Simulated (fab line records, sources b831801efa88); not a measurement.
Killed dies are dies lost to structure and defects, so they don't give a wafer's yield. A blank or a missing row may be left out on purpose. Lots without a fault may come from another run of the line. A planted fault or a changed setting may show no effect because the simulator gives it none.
Which tool did it? | flow gf180mcu | 13 lots, 39 wafers sampled, at 5 steps of a route of 602

WHAT THE GAUGES READ, wafer by wafer
GF_VT_IMPLANT_OVL_MEAS_40.
lot  | measured     | on         | VT_IMPLANT_03_OVL (nm)
L202 | day 7 11:23  | overlay-02 | 1.0 0.3 0.2
L204 | day 8 01:53  | overlay-01 | -0.8 -0.1 -1.8
L205 | day 8 07:25  | overlay-01 | -0.7 -0.2 -0.4
L207 | day 8 21:23  | overlay-02 | -1.4 -0.2 -1.2
L208 | day 9 03:38  | overlay-01 | 0.2 1.3 -0.2
L210 | day 9 17:32  | overlay-01 | 1.6 1.1 0.8
L211 | day 10 02:56 | overlay-01 | 1.7 0.1 1.5
L219 | day 12 07:34 | overlay-02 | 0.0 -0.3 0.6
L221 | day 12 21:17 | overlay-02 | 1.2 0.6 -0.8
L222 | day 13 05:08 | overlay-01 | 1.4 0.6 0.0
L223 | day 13 10:59 | overlay-01 | 1.0 0.3 0.3
L224 | day 13 18:29 | overlay-01 | -0.2 -1.6 -1.5
L225 | day 13 21:43 | overlay-02 | 0.2 0.4 -0.6

GF_POLY_GATE_THK_MEAS_01.
lot  | measured     | on            | POLY_GATE_CVD_00_THK (nm)
L202 | day 8 10:15  | film_metro-03 | 196.9 196.7 197.6
L204 | day 9 00:14  | film_metro-03 | 198.9 198.3 199.1
L205 | day 9 06:57  | film_metro-03 | 203.6 202.8 201.1
L207 | day 9 23:36  | film_metro-02 | 200.0 200.6 198.8
L208 | day 10 04:17 | film_metro-02 | 198.5 197.7 199.3
L210 | day 10 19:09 | film_metro-04 | 202.4 202.6 203.3
L211 | day 11 04:46 | film_metro-03 | 252.1 251.7 251.7
L219 | day 13 11:24 | film_metro-02 | 201.0 200.1 199.4
L221 | day 14 00:44 | film_metro-04 | 203.5 204.2 202.2
L222 | day 14 07:38 | film_metro-04 | 202.3 202.1 201.5
L223 | day 14 15:22 | film_metro-03 | 200.7 202.3 201.3
L224 | day 14 23:11 | film_metro-02 | 200.7 201.0 200.9
L225 | day 15 00:53 | film_metro-02 | 200.5 199.6 200.2

GF_POLY_GATE_OVL_MEAS_11.
lot  | measured     | on         | POLY_GATE_OVL (nm)
L202 | day 9 03:50  | overlay-01 | -2 2 2
L204 | day 9 17:06  | overlay-01 | 13 4 14
L205 | day 10 00:01 | overlay-01 | 10 3 -7
L207 | day 10 17:07 | overlay-01 | 4 -6 -1
L208 | day 10 22:32 | overlay-02 | 1 12 8
L210 | day 11 13:43 | overlay-02 | 10 6 8
L211 | day 11 23:40 | overlay-02 | 3 -4 0
L219 | day 14 08:33 | overlay-01 | 2 9 7
L221 | day 14 22:15 | overlay-02 | 2 12 15
L222 | day 15 05:09 | overlay-01 | -2 10 1
L223 | day 15 13:02 | overlay-02 | 4 1 -5
L224 | day 15 21:30 | overlay-02 | -3 0 -4
L225 | day 15 23:11 | overlay-01 | -4 -5 -4

GF_HV_LDD_TW_MEAS_23.
lot  | measured     | on            | HV_LDD_2_TW
L202 | day 10 17:03 | film_metro-01 | 1067 1071 1070
L204 | day 11 07:17 | film_metro-03 | 1044 1049 1055
L205 | day 11 14:32 | film_metro-01 | 1069 1071 1071
L207 | day 12 07:55 | film_metro-03 | 1043 1033 1034
L208 | day 12 15:15 | film_metro-04 | 1042 1048 1038
L210 | day 13 06:55 | film_metro-03 | 1043 1039 1036
L211 | day 13 17:29 | film_metro-01 | 1071 1072 1062
L219 | day 16 06:17 | film_metro-04 | 1042 1040 1047
L221 | day 16 20:47 | film_metro-03 | 1045 1049 1040
L222 | day 17 05:24 | film_metro-03 | 1045 1044 1044
L223 | day 17 13:05 | film_metro-01 | 1070 1069 1068
L224 | day 17 21:44 | film_metro-03 | 1045 1042 1038
L225 | day 17 23:50 | film_metro-04 | 1055 1052 1049

WHICH TOOL RAN EACH LOT (tool, then ch and the chambers of the sampled wafers, then the start)
lot  | GF_POLY_GATE_CVD_00
L202 | lpcvd-02 ch 0, day 8 08:55
L204 | lpcvd-02 ch 1, day 8 22:54
L205 | lpcvd-01 ch 0, day 9 05:37
L207 | lpcvd-02 ch 1, day 9 21:35
L208 | lpcvd-02 ch 1, day 10 02:57
L210 | lpcvd-01 ch 1, day 10 17:47
L211 | lpcvd-02 ch 0, day 11 03:25
L219 | lpcvd-01 ch 0, day 13 10:04
L221 | lpcvd-02 ch 0, day 13 23:24
L222 | lpcvd-01 ch 1, day 14 06:17
L223 | lpcvd-01 ch 1, day 14 13:22
L224 | lpcvd-02 ch 0, day 14 21:50
L225 | lpcvd-01 ch 0, day 14 23:32
- GF_POLY_GATE_CVD_00: deposits poly-Si, target thk 200 nm, time 1200 s.

WHAT THE TOOLS THEMSELVES READ (means of the sampled wafers that have a number; where no wafer has one, the mark that the record gives instead)
GF_POLY_GATE_CVD_00.
lot  | tool     | spike_tc_bottom_C (C) | spike_tc_centre_C (C) | spike_tc_lower_C (C) | spike_tc_top_C (C) | spike_tc_upper_C (C) | susceptor_temp_C (C) | zone_power_lower_pct (%)
L202 | lpcvd-02 | 640.2                 | 622.4                 | 619.8                | 638.3              | 620.6                | 619.72               | 9.26
L204 | lpcvd-02 | 640.2                 | 619.9                 | 621.1                | 640.0              | 618.4                | 619.94               | 9.20
L205 | lpcvd-01 | 637.6                 | 619.5                 | 618.4                | 637.0              | 620.9                | 619.75               | 9.30
L207 | lpcvd-02 | 639.2                 | 619.4                 | 621.6                | 638.6              | 618.3                | 620.01               | 9.18
L208 | lpcvd-02 | 639.0                 | 619.4                 | 622.2                | 638.2              | 619.2                | 619.40               | 9.11
L210 | lpcvd-01 | 637.4                 | 620.5                 | 621.3                | 636.1              | 620.1                | 620.22               | 9.22
L211 | lpcvd-02 | 650.8                 | 630.4                 | 629.2                | 647.8              | 629.7                | 629.97               | 9.67
L219 | lpcvd-01 | 636.7                 | 618.8                 | 618.8                | 637.2              | 619.9                | 620.12               | 9.27
L221 | lpcvd-02 | 639.1                 | 620.7                 | 619.9                | 638.0              | 619.5                | 619.80               | 9.26
L222 | lpcvd-01 | 637.1                 | 620.2                 | 620.5                | 636.5              | 620.2                | 619.80               | 9.34
L223 | lpcvd-01 | 637.8                 | 620.5                 | 621.5                | 636.4              | 621.0                | 620.04               | 9.21
L224 | lpcvd-02 | 640.3                 | 621.2                 | 619.5                | 638.4              | 619.4                | 619.85               | 9.32
L225 | lpcvd-01 | 638.7                 | 619.3                 | 619.4                | 637.7              | 619.4                | 620.16               | 9.32

THE ANSWER, worked out from the rows above alone
Rule: what is usual is taken from the lots themselves. Put in order of their means at a reading, lots are off if they are a third of the lots or fewer, leave a main group of 4 or more, and stand apart from it by a gap of 3 or more times the standard deviation of the main group's means; of several such gaps the widest counts. A main group whose means are all the same, to the digits that the tables above print for the reading, isn't used. A lot without any number at a reading at which 4 lots or more have one is off too. The other lots that the step has rows for count as sound. The gauges are gone through in route order, then the tools' own readings, and for those a lot's mean is taken as printed above. The first step at which some lot is off is used, and at that step the reading that is off furthest; a lot without a number counts as furthest.
Off: L211, at GF_POLY_GATE_THK_MEAS_01 (POLY_GATE_CVD_00_THK). The main group: mean 200.6 nm, standard deviation 1.8.
A tool fits if, at a process step before that reading, it ran every lot that is off, and no sound lot after the first of them. The gauges at GF_POLY_GATE_THK_MEAS_01 aren't tried: what is off there is off at GF_HV_LDD_TW_MEAS_23 too, on other tools, and a gauge's error can't cause that. None of those tried fits.

WHAT THE SIMULATOR HAD PUT IN
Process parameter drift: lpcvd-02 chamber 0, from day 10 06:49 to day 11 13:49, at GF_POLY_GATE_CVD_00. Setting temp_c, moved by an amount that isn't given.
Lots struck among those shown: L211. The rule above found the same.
